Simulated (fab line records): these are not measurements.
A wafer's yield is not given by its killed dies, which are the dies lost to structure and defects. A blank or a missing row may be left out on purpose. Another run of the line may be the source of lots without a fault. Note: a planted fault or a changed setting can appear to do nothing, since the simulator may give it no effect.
Which of the tools did it? :: flow gf180mcu :: 11 lots with 33 wafers sampled at 5 steps, on a route of 602 steps

== WHAT EACH GAUGE READ, for each wafer ==
GF_V2_BOW_MEAS_05. Usual: V2_BOW typically reads 100 um, with standard deviation 8.6.
lot: L119
measured: day 19 21:53
on: film_metro-03
V2_BOW (um): 80 108 99
flag: 

lot: L120
measured: day 20 03:11
on: film_metro-04
V2_BOW (um): 99 97 98
flag: 

lot: L121
measured: day 20 22:07
on: film_metro-03
V2_BOW (um): 109 107 98
flag: 

lot: L123
measured: day 22 02:13
on: film_metro-03
V2_BOW (um): 109 93 108
flag: 

lot: L124
measured: day 22 06:14
on: film_metro-04
V2_BOW (um): 96 115 104
flag: 

lot: L134
measured: day 25 07:05
on: film_metro-04
V2_BOW (um): 100 102 89
flag: 

lot: L135
measured: day 25 12:55
on: film_metro-03
V2_BOW (um): 89 102 98
flag: 

lot: L137
measured: day 26 08:35
on: film_metro-01
V2_BOW (um): 94 112 105
flag: 

lot: L138
measured: day 26 10:23
on: film_metro-01
V2_BOW (um): 116 105 101
flag: 

lot: L140
measured: day 27 00:52
on: film_metro-04
V2_BOW (um): 97 93 87
flag: 

lot: L141
measured: day 27 06:49
on: film_metro-01
V2_BOW (um): 94 105 99
flag: 

GF_V2_RS_MEAS_24: uses a four-point probe to measure. Usual: V2_W_RS typically reads 0.324 ohm/sq, with standard deviation 0.0032.
lot: L119
measured: day 20 23:34
on: film_metro-01
V2_W_RS (ohm/sq): 0.318 0.317 0.322
flag: 

lot: L120
measured: day 21 04:40
on: film_metro-01
V2_W_RS (ohm/sq): 0.324 0.329 0.319
flag: 

lot: L121
measured: day 21 23:07
on: film_metro-03
V2_W_RS (ohm/sq): 0.326 0.332 0.325
flag: 

lot: L123
measured: day 23 02:50
on: film_metro-04
V2_W_RS (ohm/sq): 0.342 0.343 0.340
flag: OFF

lot: L124
measured: day 23 07:05
on: film_metro-04
V2_W_RS (ohm/sq): 0.343 0.345 0.344
flag: OFF

lot: L134
measured: day 26 05:55
on: film_metro-01
V2_W_RS (ohm/sq): 0.323 0.327 0.327
flag: 

lot: L135
measured: day 26 11:52
on: film_metro-03
V2_W_RS (ohm/sq): 0.322 0.329 0.324
flag: 

lot: L137
measured: day 27 06:25
on: film_metro-04
V2_W_RS (ohm/sq): 0.326 0.323 0.325
flag: 

lot: L138
measured: day 27 08:08
on: film_metro-03
V2_W_RS (ohm/sq): 0.328 0.326 0.325
flag: 

lot: L140
measured: day 27 21:50
on: film_metro-01
V2_W_RS (ohm/sq): 0.326 0.324 0.325
flag: 

lot: L141
measured: day 28 04:30
on: film_metro-04
V2_W_RS (ohm/sq): 0.325 0.323 0.328
flag: 

GF_V2_THK_MEAS_25: measures by xrf. Usual: V2_W_THK typically reads 361 nm, with standard deviation 4.8.
lot: L119
measured: day 20 23:41
on: film_metro-01
V2_W_THK (nm): 367 369 362
flag: 

lot: L120
measured: day 21 04:46
on: film_metro-01
V2_W_THK (nm): 359 351 365
flag: 

lot: L121
measured: day 21 23:14
on: film_metro-03
V2_W_THK (nm): 358 352 358
flag: 

lot: L123
measured: day 23 02:56
on: film_metro-04
V2_W_THK (nm): 345 344 349
flag: OFF

lot: L124
measured: day 23 07:11
on: film_metro-04
V2_W_THK (nm): 344 342 342
flag: OFF

lot: L134
measured: day 26 06:02
on: film_metro-01
V2_W_THK (nm): 363 360 361
flag: 

lot: L135
measured: day 26 11:59
on: film_metro-03
V2_W_THK (nm): 369 362 367
flag: 

lot: L137
measured: day 27 06:30
on: film_metro-04
V2_W_THK (nm): 361 365 364
flag: 

lot: L138
measured: day 27 08:16
on: film_metro-03
V2_W_THK (nm): 362 363 365
flag: 

lot: L140
measured: day 27 21:56
on: film_metro-01
V2_W_THK (nm): 358 358 359
flag: 

lot: L141
measured: day 28 04:37
on: film_metro-04
V2_W_THK (nm): 364 368 362
flag: 

== TOOL THAT RAN EACH LOT (tool first, then ch and the chambers of the sampled wafers, then the start) ==
lot: L119
GF_V2_STRIP_18: plasma_asher-01 ch 0,1, day 20 22:48
GF_V2_CVD_23: cvd_w-02 ch 0,1, day 20 23:26

lot: L120
GF_V2_STRIP_18: plasma_asher-04 ch 0,1, day 21 03:54
GF_V2_CVD_23: cvd_w-02 ch 0,1, day 21 04:32

lot: L121
GF_V2_STRIP_18: plasma_asher-04 ch 0, day 21 22:21
GF_V2_CVD_23: cvd_w-01 ch 0,1, day 21 22:59

lot: L123
GF_V2_STRIP_18: plasma_asher-04 ch 0,1, day 23 02:04
GF_V2_CVD_23: cvd_w-02 ch 0,1, day 23 02:42

lot: L124
GF_V2_STRIP_18: plasma_asher-01 ch 0,1, day 23 06:20
GF_V2_CVD_23: cvd_w-02 ch 0,1, day 23 06:59

lot: L134
GF_V2_STRIP_18: plasma_asher-04 ch 0,1, day 26 05:10
GF_V2_CVD_23: cvd_w-02 ch 0,1, day 26 05:48

lot: L135
GF_V2_STRIP_18: plasma_asher-01 ch 0,1, day 26 11:05
GF_V2_CVD_23: cvd_w-02 ch 0,1, day 26 11:44

lot: L137
GF_V2_STRIP_18: plasma_asher-02 ch 0,1, day 27 05:30
GF_V2_CVD_23: cvd_w-02 ch 0, day 27 06:13

lot: L138
GF_V2_STRIP_18: plasma_asher-01 ch 0, day 27 07:23
GF_V2_CVD_23: cvd_w-01 ch 1, day 27 08:02

lot: L140
GF_V2_STRIP_18: plasma_asher-01 ch 0,1, day 27 21:02
GF_V2_CVD_23: cvd_w-02 ch 0,1, day 27 21:42

lot: L141
GF_V2_STRIP_18: plasma_asher-02 ch 0,1, day 28 03:41
GF_V2_CVD_23: cvd_w-01 ch 0,1, day 28 04:22
- GF_V2_STRIP_18: strips in O2/N2.
- GF_V2_CVD_23: deposits W, target thk 350 nm, time 104.94 s.

== WHAT THE TOOLS THEMSELVES READ (means of the sampled wafers that have a number; where no wafer has one, the mark that the record gives instead) ==
GF_V2_STRIP_18. Usual: drypump_motor_current_A 5.7 A, standard deviation 0.33; heater_power_w 327 W, standard deviation 29; oes_product_au 0.593 a.u., standard deviation 0.0052; platen_temp_c 249.99 C, standard deviation 0.18.
lot: L119
tool: plasma_asher-01
drypump_motor_current_A (A): 6.0
heater_power_w (W): 331
oes_product_au (a.u.): 0.593
platen_temp_c (C): 249.93
flag: 

lot: L120
tool: plasma_asher-04
drypump_motor_current_A (A): 5.5
heater_power_w (W): 349
oes_product_au (a.u.): 0.595
platen_temp_c (C): 249.85
flag: 

lot: L121
tool: plasma_asher-04
drypump_motor_current_A (A): 5.7
heater_power_w (W): 359
oes_product_au (a.u.): 0.596
platen_temp_c (C): 250.01
flag: 

lot: L123
tool: plasma_asher-04
drypump_motor_current_A (A): 5.5
heater_power_w (W): 340
oes_product_au (a.u.): 0.588
platen_temp_c (C): 250.07
flag: 

lot: L124
tool: plasma_asher-01
drypump_motor_current_A (A): 6.0
heater_power_w (W): 333
oes_product_au (a.u.): 0.589
platen_temp_c (C): 250.15
flag: 

lot: L134
tool: plasma_asher-04
drypump_motor_current_A (A): 5.4
heater_power_w (W): 339
oes_product_au (a.u.): 0.590
platen_temp_c (C): 249.90
flag: 

lot: L135
tool: plasma_asher-01
drypump_motor_current_A (A): 5.8
heater_power_w (W): 303
oes_product_au (a.u.): 0.593
platen_temp_c (C): 249.92
flag: 

lot: L137
tool: plasma_asher-02
drypump_motor_current_A (A): 5.7
heater_power_w (W): 321
oes_product_au (a.u.): 0.597
platen_temp_c (C): 249.92
flag: 

lot: L138
tool: plasma_asher-01
drypump_motor_current_A (A): 5.5
heater_power_w (W): 272
oes_product_au (a.u.): 0.592
platen_temp_c (C): 250.07
flag: 

lot: L140
tool: plasma_asher-01
drypump_motor_current_A (A): 6.0
heater_power_w (W): 327
oes_product_au (a.u.): 0.598
platen_temp_c (C): 250.10
flag: 

lot: L141
tool: plasma_asher-02
drypump_motor_current_A (A): 5.8
heater_power_w (W): 320
oes_product_au (a.u.): 0.589
platen_temp_c (C): 249.91
flag: 

GF_V2_CVD_23. Usual: 801 W for heater_power_w, sd 78.
lot: L119
tool: cvd_w-02
heater_power_w (W): 747
flag: 

lot: L120
tool: cvd_w-02
heater_power_w (W): 741
flag: 

lot: L121
tool: cvd_w-01
heater_power_w (W): 881
flag: 

lot: L123
tool: cvd_w-02
heater_power_w (W): 736
flag: 

lot: L124
tool: cvd_w-02
heater_power_w (W): 740
flag: 

lot: L134
tool: cvd_w-02
heater_power_w (W): 734
flag: 

lot: L135
tool: cvd_w-02
heater_power_w (W): 729
flag: 

lot: L137
tool: cvd_w-02
heater_power_w (W): 730
flag: 

lot: L138
tool: cvd_w-01
heater_power_w (W): 885
flag: 

lot: L140
tool: cvd_w-02
heater_power_w (W): 742
flag: 

lot: L141
tool: cvd_w-01
heater_power_w (W): 900
flag: 

== THE ANSWER, worked out from the rows above alone ==
Rule: take the mean of a lot's wafers that have a number; if it is more than 3 standard deviations from the usual mean, the lot is off. Also off: a lot with no number at a reading for which 4 or more lots have one. Where the step has rows for the other lots, those lots are counted as sound. First the gauges in route order, then the tools' own readings, where a lot's mean is used as printed above. The first step at which some lot is off is used, and at that step the reading that is off furthest; a lot without a number counts as furthest.
Off: L123, L124, seen at GF_V2_RS_MEAS_24 (V2_W_RS).
A tool fits if, at a process step before that reading, it ran every lot that is off, and no sound lot after the first of them. Those tools and the gauges at GF_V2_RS_MEAS_24 are tried in the same way. Not one of the candidates tried fits.

== WHAT THE SIMULATOR HAD INSERTED ==
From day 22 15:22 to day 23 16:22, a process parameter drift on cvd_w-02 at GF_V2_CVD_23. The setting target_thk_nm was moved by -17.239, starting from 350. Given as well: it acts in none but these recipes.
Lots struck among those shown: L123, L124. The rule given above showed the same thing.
